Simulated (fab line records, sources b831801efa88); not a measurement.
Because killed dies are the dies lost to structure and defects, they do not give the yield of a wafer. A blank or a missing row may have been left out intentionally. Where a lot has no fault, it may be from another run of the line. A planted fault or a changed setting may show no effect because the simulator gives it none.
Which of the tools did it? ; flow gf180mcu ; 37 wafers from 13 lots sampled at 6 of the route's 602 steps

## WHAT THE GAUGES SHOWED, per wafer
GF_STI_THK_MEAS_22.
lot;measured;on;STI_OXIDATION_01_THK (nm)
L717;day 2 04:32;film metro-01;14.34 14.15 14.44
L718;day 2 09:07;film metro-04;14.83 14.81 14.79
L720;day 2 19:13;film metro-01;14.92 14.68 14.87
L721;day 3 00:46;film metro-02;15.00 15.08 15.18
L722;day 3 06:36;film metro-02;14.81 14.78 14.95
L723;day 3 14:46;film metro-02;14.97 14.85 15.03
L724;day 3 14:46;film metro-04;14.42 14.62 14.53
L726;day 4 03:51;film metro-01;14.91 15.09 15.05
L727;day 4 10:09;film metro-02;15.29 15.09 15.11
L728;day 4 12:46;film metro-04;15.26 15.26 15.13
L729;day 4 17:05;film metro-02;14.88 15.00 14.88
L734;day 5 19:03;film metro-04;15.22 15.06
L738;day 6 15:44;film metro-04;14.56 14.70

GF_NWELL_TW_MEAS_11.
lot;measured;on;NWELL_TW
L717;day 3 07:52;film metro-03;1590 1584 1584
L718;day 3 13:39;film metro-01;1586 1590 1584
L720;day 3 23:56;film metro-04;1548 1562 1557
L721;day 4 05:22;film metro-03;1583 1583 1573
L722;day 4 14:59;film metro-01;1573 1572 1582
L723;day 5 00:16;film metro-04;1560 1555 1569
L724;day 4 23:47;film metro-03;1586 1582 1582
L726;day 5 13:16;film metro-03;1575 1577 1580
L727;day 5 17:31;film metro-03;1577 1575 1577
L728;day 5 21:41;film metro-03;1571 1572 1579
L729;day 6 03:09;film metro-01;1570 1588 1589
L734;day 7 05:07;film metro-03;1590 1498
L738;day 8 02:18;film metro-01;1580 1488

GF_VT_IMPLANT_RS_MEAS_47: measures by four-point-probe.
lot;measured;on;NWELL_RS (ohm/sq)
L717;day 7 14:46;film metro-03;487.3 488.9 487.2
L718;day 7 22:51;film metro-01;487.0 486.1 487.0
L720;day 8 11:59;film metro-03;489.0 486.7 488.7
L721;day 8 17:54;film metro-01;486.4 487.4 486.9
L722;day 9 05:34;film metro-03;488.2 487.8 487.3
L723;day 9 18:38;film metro-04;485.8 486.2 486.3
L724;day 9 18:30;film metro-03;488.4 488.6 489.2
L726;day 10 11:50;film metro-03;489.6 487.8 488.4
L727;day 10 15:16;film metro-03;488.9 488.8 488.8
L728;day 10 20:47;film metro-03;487.8 489.6 488.2
L729;day 11 00:51;film metro-04;487.7 488.1 487.6
L734;day 12 12:20;film metro-01;488.0 547.3
L738;day 13 13:28;film metro-01;489.3 549.0

GF_DUAL_GATE_THK_MEAS_03.
lot;measured;on;DUAL_GATE_OXIDATION_00_THK (nm)
L717;day 7 16:50;film metro-04;11.50 11.47 11.38
L718;day 8 00:50;film metro-04;10.81 10.76 10.80
L720;day 8 13:58;film metro-02;11.20 11.12 11.20
L721;day 8 19:58;film metro-01;11.07 11.09 11.07
L722;day 9 08:18;film metro-02;11.28 11.34 11.05
L723;day 9 21:07;film metro-01;10.77 10.75 11.00
L724;day 9 21:07;film metro-02;10.77 10.78 10.81
L726;day 10 13:50;film metro-02;10.58 10.70 10.65
L727;day 10 18:16;film metro-02;10.99 10.95 10.96
L728;day 10 22:45;film metro-04;10.71 10.87 10.89
L729;day 11 02:58;film metro-01;10.88 10.95 10.97
L734;day 12 14:22;film metro-02;11.23 11.08
L738;day 13 16:02;film metro-02;10.73 10.61

## WHICH TOOL RAN EACH LOT (tool, then ch and the chambers of the sampled wafers, then the start)
lot;GF_NWELL_IMPLANT_08;GF_MVSD_STRIP_10
L717;implanter-02 ch 0, day 3 07:29;plasma asher-04 ch 0,1, day 4 09:52
L718;implanter-03 ch 0, day 3 13:16;plasma asher-03 ch 0,1, day 4 17:04
L720;implanter-03 ch 0, day 3 23:33;plasma asher-03 ch 1, day 5 03:35
L721;implanter-01 ch 0, day 4 04:59;plasma asher-01 ch 0,1, day 5 10:02
L722;implanter-02 ch 0, day 4 14:35;plasma asher-04 ch 0,1, day 5 19:25
L723;implanter-03 ch 0, day 4 23:52;plasma asher-01 ch 0,1, day 6 06:53
L724;implanter-03 ch 0, day 4 23:23;plasma asher-03 ch 0,1, day 6 06:14
L726;implanter-03 ch 0, day 5 12:53;plasma asher-04 ch 0,1, day 6 20:29
L727;implanter-03 ch 0, day 5 17:08;plasma asher-04 ch 0,1, day 7 00:31
L728;implanter-01 ch 0, day 5 21:20;plasma asher-03 ch 0,1, day 7 04:39
L729;implanter-01 ch 0, day 6 02:46;plasma asher-04 ch 0, day 7 10:05
L734;implanter-01 ch 0, day 7 04:43;plasma asher-04 ch 0,1, day 8 15:10
L738;implanter-01 ch 0, day 8 01:55;plasma asher-04 ch 0,1, day 9 12:14
- GF_NWELL_IMPLANT_08
- GF_MVSD_STRIP_10: strips in O2/N2.

## AS READ BY THE TOOLS THEMSELVES (means over the sampled wafers that have a number; for cases with no such wafer, the mark the record gives instead)
GF_NWELL_IMPLANT_08.
lot;tool;beam on s (s);faraday current uA
L717;implanter-02;9.76;86.7
L718;implanter-03;10.30;82.2
L720;implanter-03;9.96;85.1
L721;implanter-01;9.98;84.7
L722;implanter-02;10.02;84.3
L723;implanter-03;10.02;84.2
L724;implanter-03;9.99;84.6
L726;implanter-03;9.87;85.7
L727;implanter-03;9.86;85.7
L728;implanter-01;10.11;83.7
L729;implanter-01;10.14;83.3
L734;implanter-01;9.24;92.1
L738;implanter-01;8.88;95.6

GF_MVSD_STRIP_10.
lot;tool;drypump motor current A (A);heater power w (W);o2 flow sccm (sccm);oes product au (a.u.);strip time to endpoint s (s)
L717;plasma asher-04;5.63;307;3001;0.722;36.93
L718;plasma asher-03;5.84;329;2991;0.724;37.18
L720;plasma asher-03;5.82;373;2995;0.719;37.06
L721;plasma asher-01;5.89;349;3002;0.721;36.87
L722;plasma asher-04;5.65;313;3003;0.723;37.00
L723;plasma asher-01;5.60;307;3002;0.720;37.01
L724;plasma asher-03;5.81;356;3007;0.722;36.97
L726;plasma asher-04;5.62;316;2996;0.725;36.97
L727;plasma asher-04;5.65;322;3006;0.726;37.11
L728;plasma asher-03;5.85;338;3001;0.727;36.99
L729;plasma asher-04;5.66;325;2996;0.725;36.98
L734;plasma asher-04;5.65;308;2993;0.722;36.91
L738;plasma asher-04;5.66;316;3006;0.721;36.89

## THE ANSWER, worked out from the rows above alone
Rule: usual is defined by the lots themselves. The widest of any qualifying gaps counts: lots, ordered by their means at a reading, are off when they make up no more than a third of the lots, leave a main group of 4 or more, and stand apart from it by 3 or more times the standard deviation of that group's means. The tables above print the reading to a certain number of digits; a main group whose means all agree to those digits is not used. A lot without any number at a reading at which 4 lots or more have one is off too. The other lots that the step has rows for count as sound. The gauges are gone through in route order, then the tools' own readings, and for those a lot's mean is taken as printed above. The first step at which some lot is off is used, and at that step the reading that is off furthest; a lot without a number counts as furthest.
Off: at GF_VT_IMPLANT_RS_MEAS_47 (NWELL_RS), L734, L738. For the main group the mean is 487.8 ohm/sq and the standard deviation 0.86.
If a tool, at a process step before that reading, ran all the lots that are off and no sound lot after the first of them, it fits. Not tried: the gauges at GF_VT_IMPLANT_RS_MEAS_47; whatever is off there is also off at GF_NWELL_IMPLANT_08, on other tools, and gauge error can't account for it. This does not decide it: 2 tools fit, namely implanter-01 at GF_NWELL_IMPLANT_08 and plasma asher-04 at GF_MVSD_STRIP_10.

## WHAT THE SIMULATOR HAD INSERTED
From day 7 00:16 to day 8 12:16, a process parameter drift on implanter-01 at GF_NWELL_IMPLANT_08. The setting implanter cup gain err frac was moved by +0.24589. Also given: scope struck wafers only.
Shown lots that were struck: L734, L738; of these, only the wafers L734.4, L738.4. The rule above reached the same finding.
